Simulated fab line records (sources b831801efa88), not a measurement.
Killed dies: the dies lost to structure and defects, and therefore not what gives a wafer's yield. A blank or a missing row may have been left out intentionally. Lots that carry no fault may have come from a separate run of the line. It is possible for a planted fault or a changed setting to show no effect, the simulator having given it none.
Struck lot and sound lot, side by side + flow sky130 + 35 out of 708 route steps
Sound: the wafers L650.3, L650.5, L650.6. Struck: wafer L664.1; the same lot's L664.3 was not struck, so it is left out; see the end for the cause.
Each step with rows lists, per side, the tool, then ch with its chambers, then its first start. Under that, the readings that differ: sound wafers + struck wafers + difference of the means + sigmas: that difference in standard deviations of wafers without a fault.
alike: a reading whose means differ by less than 2 such deviations, as well as words and numbers matching on both sides. not compared: withheld readings; readings where some wafer has no value; bounds like >300 that might hide an equal value; numbers whose values overlap and for which the record gives no deviation.
The two part at a step that has a row with sigmas, a row that says differs or no value, or rows on one side only. Numbers that have no deviation but don't overlap get no sigmas and don't part them. Lack of a reading on every wafer of one side parts them only where that side has two or more wafers.

first, 4 steps without rows for these wafers: SKY_METAL5_SOFTBAKE_10 (time 60 s); SKY_METAL5_EXPOSE_11 (exposes mask MM5, target cd 1600 nm); SKY_METAL5_PEB_12; SKY_METAL5_DEVELOP_13 (develop time 60 s).
SKY_METAL5_DESCUM_14: chemistry O2, time 11 s.
  sound on rieMetal-01 ch 0,1, day 44 09:41; struck on rieMetal-04 ch 0, day 47 21:49
| reading             | sound | struck | difference                   | sigmas |
|---------------------|-------|--------|------------------------------|--------|
| rfHoursCounterH (h) | - - - | 21     | no value on the sound wafers |        |
  alike: chamberPressureMTorr, drypumpMotorCurrentA, oesProductAu
then, 1 step without rows for these wafers: SKY_METAL5_METAL_ETCH_15 (etches the open film in Cl2/BCl3, stops on SiO2, target depth 1260 nm, time 252 s).
SKY_METAL5_STRIP_16: strips in O2/N2.
  sound on plasmaAsher-02 ch 0,1, day 44 09:58; struck on plasmaAsher-03 ch 1, day 47 22:05
| reading             | sound | struck | difference                   | sigmas |
|---------------------|-------|--------|------------------------------|--------|
| rfHoursCounterH (h) | - - - | 68     | no value on the sound wafers |        |
  alike: chamberPressureMTorr, drypumpMotorCurrentA, oesProductAu, stripTimeToEndpointS
then, 3 steps without rows for these wafers: SKY_METAL5_STRIP_17 (strips in post etch residue remover, time 1200 s); SKY_METAL5_CLEAN_18 (cleans in IPA, time 180 s); SKY_METAL5_CLEAN_19 (cleans in O3/DIW).
SKY_PASSIVATION_CVD_00: deposits SiO2, target thk 90 nm.
  sound on pecvd-02 ch 1,2, day 44 10:38; struck on pecvd-03 ch 1, day 47 22:47
  alike: heaterPowerW
SKY_PASSIVATION_THK_MEAS_01:
  struck on filmMetro-04, day 47 22:49; sound on filmMetro-03, day 44 10:40
  alike: PASSIVATION_CVD_00_THK
SKY_PASSIVATION_CVD_02: deposits Si3N4, target thk 540 nm.
  sound on pecvd-01 ch 0,1,2, day 44 10:43; struck on pecvd-02 ch 2, day 47 22:52
| reading                                      | sound             | struck | difference | sigmas |
|----------------------------------------------|-------------------|--------|------------|--------|
| model.Si3N4_of_PASSIVATION_CVD_02.thkNm (nm) | 538.1 545.7 549.3 | 554.5  | +10.1      |        |
  alike: heaterPowerW
SKY_PASSIVATION_THK_MEAS_03:
  struck on filmMetro-04, day 47 23:06; sound on filmMetro-02, day 44 10:58
  alike: PASSIVATION_CVD_02_THK
then, 8 steps without rows for these wafers: SKY_PASSIVATION_DEHYDRATE_04 (time 60 s); SKY_PASSIVATION_HMDS_05 (prime time 60 s); SKY_PASSIVATION_COAT_06 (resist thk 3000 nm); SKY_PASSIVATION_SOFTBAKE_07; SKY_PASSIVATION_EXPOSE_08 (exposes mask NSM, target cd 3000 nm); SKY_PASSIVATION_PEB_09; SKY_PASSIVATION_DEVELOP_10 (develop time 60 s); SKY_PASSIVATION_ETCH_11 (etches the open film in CF4/O2, stops on AlCu, target depth 725 nm, time 161.1 s).
SKY_PASSIVATION_STRIP_12: strips in O2/N2.
  sound on plasmaAsher-01 ch 0,1, day 45 08:50; struck on plasmaAsher-02 ch 0, day 48 17:52
| reading             | sound | struck | difference                   | sigmas |
|---------------------|-------|--------|------------------------------|--------|
| rfHoursCounterH (h) | - - - | 7      | no value on the sound wafers |        |
  alike: chamberPressureMTorr, drypumpMotorCurrentA, oesProductAu, stripTimeToEndpointS
then, 7 steps without rows for these wafers: SKY_PAD_OPEN_DEHYDRATE_00 (time 60 s); SKY_PAD_OPEN_HMDS_01 (prime time 60 s); SKY_PAD_OPEN_COAT_02 (resist thk 3000 nm); SKY_PAD_OPEN_SOFTBAKE_03; SKY_PAD_OPEN_EXPOSE_04 (exposes mask PDM, target cd 60000 nm); SKY_PAD_OPEN_PEB_05; SKY_PAD_OPEN_DEVELOP_06 (develop time 60 s).
SKY_PAD_OPEN_ETCH_07: etches the open film in CF4/O2, stops on AlCu, target depth 725 nm, time 161.1 s.
  sound on rieDiel-03 ch 1,2,3, day 46 06:05; struck on rieDiel-04 ch 0, day 49 11:25
| reading                            | sound             | struck | difference | sigmas |
|------------------------------------|-------------------|--------|------------|--------|
| model.etch.depthNm (nm)            | 701.7 711.2 713.9 | 719.7  | +10.8      |        |
| model.PAD_OPEN.featureDepthNm (nm) | 701.7 711.2 713.9 | 719.7  | +10.8      |        |
  alike: chamberPressureMTorr, drypumpMotorCurrentA, oesProductAu, throttleValvePct
  not compared: rfHoursCounterH
SKY_PAD_OPEN_STRIP_08: strips in O2/N2.
  sound on plasmaAsher-02 ch 0,1, day 46 06:14; struck on plasmaAsher-02 ch 0, day 49 11:32
| reading             | sound | struck | difference                   | sigmas |
|---------------------|-------|--------|------------------------------|--------|
| rfHoursCounterH (h) | - - - | 9      | no value on the sound wafers |        |
  alike: chamberPressureMTorr, drypumpMotorCurrentA, oesProductAu, stripTimeToEndpointS
SKY_PAD_OPEN_STRIP_09: strips in post etch residue remover, time 1200 s.
  sound on wetBench-04 ch 1, day 46 06:17; struck on wetBench-02 ch 0, day 49 11:38
| reading                                      | sound             | struck | difference | sigmas |
|----------------------------------------------|-------------------|--------|------------|--------|
| model.Si3N4_of_PASSIVATION_CVD_02.thkNm (nm) | 537.8 545.3 548.9 | 554.2  | +10.2      |        |
  alike: bathGuardTempC, bathHeatDutyPct
then, 1 step without rows for these wafers: SKY_PAD_OPEN_CLEAN_10 (cleans in IPA, time 180 s).
SKY_PAD_OPEN_PROBE_99:
  record: rows for the struck wafers here (prober-02, day 49 13:44), none for the sound ones

WHERE THEY PART
At SKY_METAL5_DESCUM_14 first; at SKY_PAD_OPEN_PROBE_99 last (within this record only).

WHY: what had been put in by the simulator
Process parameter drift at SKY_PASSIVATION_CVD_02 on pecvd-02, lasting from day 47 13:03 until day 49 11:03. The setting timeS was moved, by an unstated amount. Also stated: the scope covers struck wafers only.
